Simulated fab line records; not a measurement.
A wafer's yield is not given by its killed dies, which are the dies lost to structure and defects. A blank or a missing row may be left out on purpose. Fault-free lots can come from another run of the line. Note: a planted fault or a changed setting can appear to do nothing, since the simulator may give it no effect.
Struck lot and sound lot, side by side | flow sky130 | 16 steps out of a route of 708
Sound: the wafers L716.1, L716.3, L716.5. Wafers L724.1, L724.5, L724.6 were the ones struck. The cause comes at the end.
At each step with rows: each side's tool, then ch and its chambers, then its first start. Under that, the readings that differ: sound wafers | struck wafers | difference of the means | sigmas: that difference in standard deviations of wafers without a fault.
alike: words and numbers the same on both sides, and readings whose means are apart by under 2 such deviations; not compared: readings that were withheld, readings missing a value for some wafer, numbers with overlapping values and no deviation given by the record, and bounds like >300 which may hide the same value.
The two part at a step that has a row with sigmas, a row that says differs or no value, or rows on one side only. Numbers that don't overlap but have no deviation are shown without sigmas and don't part them. A reading missing from all wafers of one side parts the sides only when that side holds two or more wafers.

first, 2 steps without rows for these wafers: SKY_VIA2_CLEAN_18 (cleans in IPA, time 180 s); SKY_VIA2_CLEAN_19 (cleans in O3/DIW).
SKY_VIA2_SPUTTER_20: material TiN, target thk 20 nm, time 80 s.
  struck on pvd-sputter-01, day 39 18:23; sound on pvd-sputter-02, day 37 11:17
  alike: cathode-dc-power-W, throttle-valve-pct
SKY_VIA2_CVD_21: deposits W, target thk 420 nm, time 126.4 s.
  sound on cvd-w-02 ch 0, day 37 11:20; struck on cvd-w-01 ch 0,1, day 39 18:27
  alike: heater-power-w
SKY_VIA2_RS_MEAS_22: measures by four-point-probe.
  struck on film-metro-03, day 39 18:35; sound on film-metro-04, day 37 11:28
  alike: VIA2_W_RS
SKY_VIA2_THK_MEAS_23: measures by xrf.
  struck on film-metro-03, day 39 18:42; sound on film-metro-04, day 37 11:35
  alike: VIA2_W_THK
SKY_VIA2_CMP_24: polishes, stops on SiO2, t overpolish 20 s, target thk 0 nm.
  sound on cmp-01 ch 0,1,3, day 37 11:45; struck on cmp-01 ch 0,1,3, day 39 18:55
  alike: motor-current-A, overpolish-run-s, platen-rpm, time-to-endpoint-s
then, 4 steps without rows for these wafers: SKY_METAL3_SPUTTER_00 (material Ti, target thk 15 nm, time 10 s); SKY_METAL3_SPUTTER_01 (material TiN, target thk 20 nm, time 16.7 s); SKY_METAL3_SPUTTER_02 (material AlCu, target thk 735 nm, time 39.1 s); SKY_METAL3_SPUTTER_03 (material Ti, target thk 5 nm, time 3.3 s).
SKY_METAL3_SPUTTER_04: material TiN, target thk 70 nm, time 58.3 s.
  struck on pvd-sputter-04, day 39 19:10; sound on pvd-sputter-04, day 37 12:04
  alike: cathode-dc-power-W, throttle-valve-pct
SKY_CAPM_CVD_00: deposits SiO2, target thk 15.5 nm.
  sound on pecvd-03 ch 0,2, day 37 12:07; struck on pecvd-01 ch 0,1,2, day 39 19:00
  alike: heater-power-w
SKY_CAPM_THK_MEAS_01:
  struck on film-metro-03, day 39 19:26; sound on film-metro-01, day 37 12:08
  reading              | sound             | struck            | difference | sigmas
  CAPM_CVD_00_THK (nm) | 15.37 15.32 15.66 | 30.70 31.60 31.80 | +15.92     | +80
SKY_CAPM_SPUTTER_02: material TiN, target thk 200 nm, time 166.7 s.
  struck on pvd-sputter-03, day 39 19:29; sound on pvd-sputter-03, day 37 12:11
  alike: cathode-dc-power-W, throttle-valve-pct
-- the record jumps here: 9 days lie between the struck wafers' starts before and after (it left off in module CAPM and takes up again in module PAD_OPEN, whose first step shown is number 708 of the route) --
SKY_PAD_OPEN_PROBE_99:
  struck on prober-02, day 48 11:33; sound on prober-02, day 46 17:09
  reading                               | sound             | struck            | difference | sigmas
  model.etest.tester.sort-n-pass        | 411 406 403       | 0 0 0             | -407       |
  model.etest.tester.sort-yield-pct (%) | 83.54 82.52 81.91 | 0 0 0             | -83        |
  model.etest.tester.sort_bin_3_pct (%) | 0.813 0 0.6098    | 83.54 80.69 81.91 | +81.57     |
  model.etest.nfet_16v.over-limit       | 0 0 0             | 1 1 1             | +1         |
  model.etest.nfet_01v8.short           | 0 0 0             | 1 1 1             | +1         |
  model.etest.mcon-chain.short          | 0 0 0             | 1 1 1             | +1         |
  model.etest.pfet_01v8_mvt.over-limit  | 0 0 0             | 1 1 1             | +1         |
  model.etest.nfet-g5v0d10v5.over-limit | 0 0 0             | 1 1 1             | +1         |
  alike: defect-limited-yield, killed_at_M0_to_M3, killed_at_M4_up, killed-at-contacts, killed-at-front-end, killed-at-other, killed-dies, killed-open, killed-short

## WHERE THEY PART
At SKY_CAPM_THK_MEAS_01 and nowhere else, as far as this record goes. Later steps at which nothing parts them and some readings are alike: SKY_CAPM_SPUTTER_02, SKY_PAD_OPEN_PROBE_99.

WHY: what had been put in by the simulator
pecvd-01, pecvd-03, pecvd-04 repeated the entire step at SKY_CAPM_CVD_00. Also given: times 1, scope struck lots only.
